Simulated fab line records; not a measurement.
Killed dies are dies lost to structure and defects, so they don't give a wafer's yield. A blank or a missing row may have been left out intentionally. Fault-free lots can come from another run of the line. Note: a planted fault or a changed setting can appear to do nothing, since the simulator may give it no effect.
Chamber matching ; flow sky130 ; SKY_VIA2_CMP_24 on cmp-01: 4 sister chambers
The step polishes, stops on SiO2, t overpolish 20 s, target thk 0 nm. 14 wafers are shown with their chamber, then 7 later ones without.

WAFERS PAIRED WITH THEIR CHAMBERS
wafer;chamber;motorCurrentA (A);overpolishRunS (s);timeToEndpointS (s)
L804.1;2;13.4;19.990;100
L804.3;0;10.1;20.010;105
L804.4;1;9.6;19.995;104
L812.2;1;9.2;19.998;103
L812.5;3;10.3;20.005;107
L812.6;2;12.6;20.012;98
L816.1;2;13.1;20.004;101
L816.4;1;9.0;20.022;106
L816.5;2;12.7;20.007;105
L817.3;1;9.4;19.992;102
L817.5;0;11.4;19.992;104
L817.6;1;9.0;20.003;107
L822.3;0;10.8;19.991;99
L822.5;3;11.2;20.014;100

SIGNATURES (averages over the wafers above)
reading;chamber 0;chamber 1;chamber 2;chamber 3;scatter within a chamber
motorCurrentA;10.767;9.240;12.950;10.750;0.44
overpolishRunS;19.99767;20.00200;20.00325;20.00950;0.0105
timeToEndpointS;102.67;104.40;101.00;103.50;2.97
Rule: for each reading, subtract the chamber's mean from the wafer's reading, divide by that reading's scatter and square the result; add these up over the readings and take the root, which gives the wafer's distance from the chamber. If the next closest chamber is less than 2 further off than the closest, the wafer can't be placed; otherwise it belongs to the closest. The scatter is the square root of a quotient: the sum, over the shown wafers, of each reading's squared deviation from its chamber's mean, divided by wafers minus chambers.

WAFERS WITHOUT THEIR CHAMBER
wafer;motorCurrentA (A);overpolishRunS (s);timeToEndpointS (s)
L822.6;12.6;19.996;94
L824.1;9.5;19.997;102
L824.2;12.7;19.998;96
L824.4;11.0;19.999;102
L826.1;9.5;20.008;103
L826.3;13.6;19.989;99
L826.5;10.4;20.012;102

THE CHAMBER EACH PASSED THROUGH
wafer;from the rows above;in truth
L822.6;2;2
L824.1;can't be placed: 1 or 0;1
L824.2;2;2
L824.4;can't be placed: 0 or 3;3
L826.1;can't be placed: 1 or 3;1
L826.3;2;2
L826.5;can't be placed: 3 or 0 or 1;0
3 of 7 placed correctly. These rows do not allow placing 4 (true chamber among the candidates in 4). Wrongly placed: 0.
